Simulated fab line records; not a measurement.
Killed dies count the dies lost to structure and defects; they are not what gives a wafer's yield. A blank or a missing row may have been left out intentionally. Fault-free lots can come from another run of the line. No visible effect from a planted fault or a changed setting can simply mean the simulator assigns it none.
fab line records	flow sky130
record lots=7	wafers=21	last_day=50
route steps=708 shown VT_ADJUST_LVTN@116 VT_ADJUST_NCORE@119 VT_ADJUST_HVTR@131 PAD_OPEN@708
lots untouched by any fault: they come from a run of this same line in which no faults occurred
start_h: hours from the record's opening day to when the first of the lot's shown wafers began	wait_h: time in hours since the lot's previous step	" unchanged from the row above	L1.1+2: several wafers, shown together as one row	- no value, or no start given	* or withheld: withheld	< > ~ a bound
route shown NAME@n: names a module that has steps shown in the file, with the first one's number in the route	usual: mean/standard deviation taken from wafers without a fault	same: alike in all rows	chamber/n: place in a boat	sites: the reading at each site	_std_site: how widely they spread, as a standard deviation	_edge_site: mean of outer sites minus mean of inner sites	radius_mm: how far each site lies from the wafer's centre	mask NAME#n: copy n	behind: the most recent tool/chamber to have shaped the wafer	hold: why the lot went on hold/how many hours it stayed there/how the hold came to an end	device: which transistor (n, p or np) failed to switch	end of line: the same wafers' tests at the end of the route	a step with no rows: only its recipe	killed: at the first sort, the dies lost to defects and structure; wafer yield is something else	map: the dies of a wafer, with x for killed, . for not killed, _ for no die there
set.NAME: the setting that was run; set.NAME@STEP: the one run at that earlier step	model.NAME: the simulator's own value behind a step, which no gauge read
certain route steps with their lots: each step a table, each wafer a row
services: when a tool's chamber went out of use (start_h, in hours from the record's first day, below 0 if earlier), for how many hours, and the reason
## steps
# step SKY_VT_ADJUST_LVTN_IMPLANT_19
# recipe species=B	energy_kev=30	dose_cm2=6.5e+11	tilt_deg=withheld
# step SKY_VT_ADJUST_LVTN_STRIP_20
# recipe chemistry=O2/N2	power_w=1400	pressure_mtorr=1500	platen_temp_c=withheld	o2_flow_sccm=3000	n2_flow_sccm=300	overash_fraction=0.5
# usual drypump_motor_current_A=6.1/0.53	oes_product_au=0.715/0.0048	strip_time_to_endpoint_s=14.17/0.045
lot.wafer	tool	chamber	start_h	wait_h	drypump_motor_current_A	oes_product_au	rf_hours_counter_h	strip_time_to_endpoint_s
L129.3	plasma_asher-01	1	174.79	0.1	6.6	0.710	-	14.23
L129.4	"	0	"	"	6.5	0.713	-	14.23
L129.5	"	0	"	"	6.5	0.720	-	14.23
L134.1	plasma_asher-02	1	210.17	0.1	5.7	0.711	54	14.22
L134.3	"	0	"	"	5.4	0.719	-	14.27
L134.4	"	1	"	"	5.7	0.719	-	14.23
L135.2	plasma_asher-01	1	214.81	0.1	6.6	0.721	39	14.19
L135.4	"	0	"	"	6.4	0.711	-	14.21
L135.6	"	0	"	"	6.4	0.708	-	14.25
L136.1	plasma_asher-01	0	219.96	0.1	6.5	0.719	40	14.20
L136.4	"	0	"	"	6.5	0.718	-	14.19
L136.6	"	0	"	"	6.4	0.710	-	14.16
L137.1	plasma_asher-02	1	229.61	0.1	5.7	0.713	56	14.12
L137.3	"	1	"	"	5.7	0.712	-	14.18
L137.6	"	0	"	"	5.3	0.711	-	14.12
L145.1	plasma_asher-01	0	283.96	0.1	6.5	0.716	46	14.16
L145.3	"	0	"	"	6.5	0.720	-	14.21
L145.6	"	1	"	"	6.6	0.716	-	14.21
L148.1	plasma_asher-04	0	315.99	0.2	5.5	0.718	20	14.19
L148.3	"	0	"	"	5.5	0.722	-	14.14
L148.4	"	1	"	"	5.2	0.708	-	14.14
# step SKY_VT_ADJUST_LVTN_TW_MEAS_21
# usual VT_ADJUST_LVTN_2_TW=188.0/2.1
lot.wafer	tool	chamber	start_h	wait_h	VT_ADJUST_LVTN_2_TW
L129.3	film_metro-03	-	174.88	0.1	188.8
L129.4	"	-	"	"	188.4
L129.5	"	-	"	"	186.9
L134.1	film_metro-03	-	210.38	0.2	188.5
L134.3	"	-	"	"	189.0
L134.4	"	-	"	"	189.2
L135.2	film_metro-01	-	214.92	0.1	190.5
L135.4	"	-	"	"	191.2
L135.6	"	-	"	"	191.8
L136.1	film_metro-02	-	220.06	0.1	184.0
L136.4	"	-	"	"	186.3
L136.6	"	-	"	"	186.2
L137.1	film_metro-01	-	229.71	0.1	190.6
L137.3	"	-	"	"	189.4
L137.6	"	-	"	"	190.8
L145.1	film_metro-01	-	284.06	0.1	190.4
L145.3	"	-	"	"	190.3
L145.6	"	-	"	"	189.5
L148.1	film_metro-01	-	316.09	0.1	191.9
L148.3	"	-	"	"	190.7
L148.4	"	-	"	"	191.2
# step SKY_VT_ADJUST_NCORE_DEHYDRATE_00
# recipe temp_c=200	time_s=60
# step SKY_VT_ADJUST_NCORE_HMDS_01
# recipe prime_time_s=60	prime_temp_c=120
# step SKY_VT_ADJUST_NCORE_COAT_02
# recipe resist=NOVOLAK	spin_rpm=3000	resist_thk_nm=1140
# step SKY_VT_ADJUST_NCORE_SOFTBAKE_03
# recipe temp_c=90	time_s=60	resist=NOVOLAK
# step SKY_VT_ADJUST_NCORE_EXPOSE_04
# recipe mask_id=LVTN_COMPLEMENT_THIN	na=0.6	source_shape=conventional	sigma_outer=0.6	polarization=unpolarized	target_cd_nm=380	dose_mj=139
# step SKY_VT_ADJUST_NCORE_PEB_05
# recipe temp_c=withheld	time_s=*	resist=NOVOLAK
# step SKY_VT_ADJUST_NCORE_DEVELOP_06
# recipe resist=NOVOLAK	developer=TMAH	develop_time_s=60	dev_temp_c=23
# step SKY_VT_ADJUST_NCORE_CD_MEAS_07
# recipe target_cd_nm=380
# usual cd_nm=380.0/2.4
lot.wafer	tool	chamber	start_h	wait_h	cd_nm
L129.3	cd_sem-02	-	195.90	0.1	382.5
L129.4	"	-	"	"	381.7
L129.5	"	-	"	"	381.4
L134.1	cd_sem-02	-	232.17	0.1	378.7
L134.3	"	-	"	"	379.4
L134.4	"	-	"	"	378.2
L135.2	cd_sem-01	-	237.75	0.1	380.5
L135.4	"	-	"	"	381.5
L135.6	"	-	"	"	382.7
L136.1	cd_sem-01	-	242.62	0.1	377.9
L136.4	"	-	"	"	375.4
L136.6	"	-	"	"	376.2
L137.1	cd_sem-02	-	253.57	0.1	375.8
L137.3	"	-	"	"	378.7
L137.6	"	-	"	"	378.3
L145.1	cd_sem-02	-	309.62	0.1	381.4
L145.3	"	-	"	"	381.9
L145.6	"	-	"	"	382.0
L148.1	cd_sem-01	-	341.66	0.1	377.3
L148.3	"	-	"	"	379.2
L148.4	"	-	"	"	377.7
# step SKY_VT_ADJUST_NCORE_OVL_MEAS_08
# usual VT_ADJUST_NCORE_OVL=0.4/1.6
lot.wafer	tool	chamber	start_h	wait_h	VT_ADJUST_NCORE_OVL[nm]
L129.3	overlay-01	-	195.99	0.1	1.7
L129.4	"	-	"	"	2.6
L129.5	"	-	"	"	-1.4
L134.1	overlay-02	-	232.29	0.1	-0.1
L134.3	"	-	"	"	-0.9
L134.4	"	-	"	"	-1.1
L135.2	overlay-02	-	237.86	0.1	0.5
L135.4	"	-	"	"	1.0
L135.6	"	-	"	"	1.7
L136.1	overlay-01	-	242.74	0.1	0.5
L136.4	"	-	"	"	0.7
L136.6	"	-	"	"	0.5
L137.1	overlay-01	-	253.69	0.1	-0.4
L137.3	"	-	"	"	-1.8
L137.6	"	-	"	"	0.6
L145.1	overlay-02	-	309.74	0.1	-2.5
L145.3	"	-	"	"	-0.6
L145.6	"	-	"	"	-1.9
L148.1	overlay-01	-	341.78	0.1	-0.3
L148.3	"	-	"	"	-0.9
L148.4	"	-	"	"	-1.5
# step SKY_VT_ADJUST_NCORE_IMPLANT_09
# recipe species=B	energy_kev=10	dose_cm2=2.4e+12	tilt_deg=withheld
lot.wafer	tool	chamber	start_h	wait_h
L129.3+4+5	implanter-03	0	196.06	0.1
L134.1+3+4	implanter-03	0	232.33	0.0
L135.2+4+6	implanter-04	0	237.92	0.0
L136.1+4+6	implanter-03	0	242.78	0.0
L136.1+4+6	implanter-03	0	243.09	0.3
L137.1+3+6	implanter-03	0	253.73	0.0
L137.1+3+6	implanter-03	0	254.04	0.3
L145.1+3+6	implanter-01	0	309.78	0.0
L145.1+3+6	implanter-01	0	310.09	0.3
L148.1+3+4	implanter-03	0	341.81	0.0
# step SKY_VT_ADJUST_NCORE_STRIP_10
# recipe chemistry=O2/N2	power_w=1400	pressure_mtorr=1500	platen_temp_c=withheld	o2_flow_sccm=3000	n2_flow_sccm=300	overash_fraction=0.5
# usual drypump_motor_current_A=5.8/0.44	oes_product_au=0.717/0.0044	strip_time_to_endpoint_s=14.18/0.042
lot.wafer	tool	chamber	start_h	wait_h	drypump_motor_current_A	oes_product_au	rf_hours_counter_h	strip_time_to_endpoint_s
L129.3	plasma_asher-01	1	196.20	0.1	6.6	0.711	-	14.17
L129.4	"	0	"	"	6.5	0.716	-	14.21
L129.5	"	0	"	"	6.5	0.718	-	14.23
L134.1	plasma_asher-03	0	232.48	0.1	5.6	0.720	53	14.11
L134.3	"	1	"	"	5.8	0.707	-	14.13
L134.4	"	0	"	"	5.6	0.718	-	14.12
L135.2	plasma_asher-01	0	238.04	0.1	6.5	0.718	41	14.16
L135.4	"	0	"	"	6.5	0.715	-	14.19
L135.6	"	1	"	"	6.6	0.717	-	14.19
L136.1	plasma_asher-02	0	243.24	0.1	5.4	0.717	57	14.20
L136.4	"	0	"	"	5.3	0.715	-	14.23
L136.6	"	0	"	"	5.3	0.716	-	14.20
L137.1	plasma_asher-02	0	254.19	0.1	5.3	0.714	58	14.22
L137.3	"	0	"	"	5.3	0.724	-	14.27
L137.6	"	0	"	"	5.3	0.714	-	14.23
L145.1	plasma_asher-03	1	310.24	0.1	5.8	0.715	61	14.15
L145.3	"	1	"	"	5.7	0.728	-	14.14
L145.6	"	1	"	"	5.7	0.715	-	14.16
L148.1	plasma_asher-01	1	341.96	0.1	6.6	0.721	51	14.25
L148.3	"	0	"	"	6.5	0.712	-	14.25
L148.4	"	1	"	"	6.6	0.718	-	14.27
# step SKY_VT_ADJUST_NCORE_TW_MEAS_11
# usual VT_ADJUST_NCORE_TW=220.0/2.4
lot.wafer	tool	chamber	start_h	wait_h	VT_ADJUST_NCORE_TW
L129.3	film_metro-01	-	196.28	0.1	222.9
L129.4	"	-	"	"	222.2
L129.5	"	-	"	"	222.6
L134.1	film_metro-03	-	232.58	0.1	219.7
L134.3	"	-	"	"	219.7
L134.4	"	-	"	"	220.6
L135.2	film_metro-03	-	238.15	0.1	220.7
L135.4	"	-	"	"	219.6
L135.6	"	-	"	"	220.0
L136.1	film_metro-03	-	243.34	0.1	270.2
L136.4	"	-	"	"	267.4
L136.6	"	-	"	"	268.5
L136.1	film_metro-03	-	243.57	0.2	267.6
L136.4	"	-	"	"	266.8
L136.6	"	-	"	"	268.4
L137.1	film_metro-01	-	254.36	0.1	273.5
L137.3	"	-	"	"	272.1
L137.6	"	-	"	"	272.1
L137.1	film_metro-01	-	254.59	0.2	272.7
L137.3	"	-	"	"	271.9
L137.6	"	-	"	"	273.3
L145.1	film_metro-03	-	310.34	0.1	267.7
L145.3	"	-	"	"	267.6
L145.6	"	-	"	"	265.7
L145.1	film_metro-03	-	310.57	0.2	267.2
L145.3	"	-	"	"	266.0
L145.6	"	-	"	"	266.4
L148.1	film_metro-04	-	342.06	0.1	217.7
L148.3	"	-	"	"	216.9
L148.4	"	-	"	"	216.2
# step SKY_VT_ADJUST_HVTR_DEHYDRATE_00
# recipe temp_c=200	time_s=60
# step SKY_PAD_OPEN_PROBE_99
# usual killed_at_M0_to_M3=45/6.8	killed_at_M4_up=3.2/1.6	killed_at_contacts=24/5.1	killed_at_front_end=14/4.4	killed_at_other=0.4/0.65	killed_dies=87/8.8	killed_on_rim=17/3.6	killed_open=47/7.2	killed_short=39/6.1
# same gross_dies=492	killed_at_back_side=0
lot.wafer	tool	chamber	start_h	wait_h	killed_at_M0_to_M3	killed_at_M4_up	killed_at_contacts	killed_at_front_end	killed_at_other	killed_dies	killed_on_rim	killed_open	killed_short
L134.1	prober-01	-	1120.40	0.1	61	2	24	15	0	102	26	64	37
L134.3	prober-01	-	1120.50	0.2	47	3	19	19	1	89	19	54	35
L134.4	prober-01	-	1120.55	0.2	46	2	23	18	1	90	15	55	34
L136.1	prober-01	-	1126.34	0.1	39	3	29	9	0	80	13	49	31
L136.4	prober-01	-	1126.49	0.2	37	3	31	9	1	81	14	52	29
L136.6	prober-01	-	1126.59	0.2	47	3	22	18	1	91	12	51	40
L137.1	prober-02	-	1137.81	0.1	55	3	27	19	0	104	17	57	47
L137.3	prober-02	-	1137.91	0.2	45	5	22	15	2	89	14	38	51
L137.6	prober-02	-	1138.06	0.2	57	4	23	18	0	102	19	62	40
L145.1	prober-02	-	1176.83	0.1	38	4	17	11	0	70	13	43	27
# killed by level:class
L134.1 VIA1:geometric_particle:open=22 CONTACT:geometric_particle:open=12 VIA1:geometric_particle:short=10 VIA3:geometric_particle:open=9 FIELD_ISO:geometric_particle:open=6 LOCAL_INTERCONNECT:geometric_particle:short=4 FIELD_ISO:geometric_particle:short=3 POLY_GATE:geometric_particle:short=3
L134.3 VIA1:geometric_particle:open=10 LI_CONTACT:geometric_particle:open=9 FIELD_ISO:geometric_particle:open=7 VIA2:geometric_particle:open=7 METAL1:geometric_particle:short=6 VIA3:geometric_particle:open=6 CONTACT:geometric_particle:short=4 CONTACT:geometric_particle:open=4
L134.4 VIA1:geometric_particle:open=14 CONTACT:geometric_particle:open=9 LI_CONTACT:geometric_particle:open=7 METAL1:geometric_particle:short=7 VIA2:geometric_particle:open=7 VIA3:geometric_particle:open=7 FIELD_ISO:geometric_particle:open=5 FIELD_ISO:geometric_particle:short=5
L136.1 CONTACT:geometric_particle:open=14 VIA1:geometric_particle:open=10 VIA2:geometric_particle:open=8 VIA3:geometric_particle:open=7 LI_CONTACT:geometric_particle:open=6 METAL1:geometric_particle:short=5 CONTACT:geometric_particle:short=4 FIELD_ISO:geometric_particle:short=3
L136.4 CONTACT:geometric_particle:open=16 VIA2:geometric_particle:open=10 LI_CONTACT:geometric_particle:open=6 VIA1:geometric_particle:open=6 METAL1:geometric_particle:short=5 LOCAL_INTERCONNECT:geometric_particle:short=4 CONTACT:geometric_particle:short=4 METAL2:geometric_particle:open=4
L136.6 VIA1:geometric_particle:open=11 VIA1:geometric_particle:short=10 VIA2:geometric_particle:open=10 CONTACT:geometric_particle:open=9 METAL3:geometric_particle:short=7 FIELD_ISO:geometric_particle:open=6 CONTACT:geometric_particle:short=5 FIELD_ISO:geometric_particle:short=4
L137.1 VIA1:geometric_particle:open=12 VIA1:geometric_particle:short=10 LI_CONTACT:geometric_particle:open=10 POLY_GATE:geometric_particle:open=8 CONTACT:geometric_particle:open=8 VIA2:geometric_particle:open=6 METAL1:geometric_particle:short=6 VIA2:geometric_particle:short=5
L137.3 VIA1:geometric_particle:open=11 VIA1:geometric_particle:short=7 METAL1:geometric_particle:short=7 CONTACT:geometric_particle:open=6 VIA2:geometric_particle:short=6 LOCAL_INTERCONNECT:geometric_particle:short=5 CONTACT:geometric_particle:short=5 POLY_GATE:geometric_particle:open=4
L137.6 VIA1:geometric_particle:open=13 VIA2:geometric_particle:open=10 LI_CONTACT:geometric_particle:open=7 METAL2:geometric_particle:short=6 VIA2:geometric_particle:short=6 FIELD_ISO:geometric_particle:open=5 VIA3:geometric_particle:open=5 CONTACT:geometric_particle:open=5
L145.1 VIA2:geometric_particle:open=7 CONTACT:geometric_particle:open=6 VIA3:geometric_particle:open=6 VIA1:geometric_particle:short=5 VIA1:geometric_particle:open=5 LI_CONTACT:geometric_particle:short=4 FIELD_ISO:geometric_particle:open=3 LI_CONTACT:geometric_particle:open=3
## services
tool	chamber	start_h	hours	kind
plasma_asher-02	-	179.01	2.8	pm
plasma_asher-01	-	190.71	1.3	repair
plasma_asher-02	-	231.53	0.8	repair
implanter-04	-	234.45	1.7	repair
plasma_asher-04	-	264.16	5.2	repair
implanter-01	-	289.80	2.5	pm
plasma_asher-01	-	314.88	2.8	pm
implanter-03	-	321.66	4.8	pm
## key
first_sign step=SKY_VT_ADJUST_NCORE_IMPLANT_09	reading=visit	direction=added
effect step=SKY_VT_ADJUST_NCORE_TW_MEAS_11	reading=visit	direction=added
effect step=SKY_VT_ADJUST_NCORE_TW_MEAS_11	reading=VT_ADJUST_NCORE_TW	direction=up	sigmas=21	usual=220.0	struck=269.4
met_at SKY_VT_ADJUST_NCORE_IMPLANT_09
struck_wafers L136.1,L136.4,L136.6,L137.1,L137.3,L137.6,L145.1,L145.3,L145.6
tester_left_out L136,L137,L145
fault kind=repeated_step_whole	tool=implanter-01,implanter-03,implanter-04	chamber=-	onset_h=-	steps=SKY_VT_ADJUST_NCORE_IMPLANT_09	times=1	scope=struck_lots_only
# tester_left_out: of these lots the tester's yield and bins aren't shown, on N5 and GAA mostly nor the transistor test; their killed dies are dies lost to structure and defects alone, not to doping, threshold or leakage, so they don't give the yield
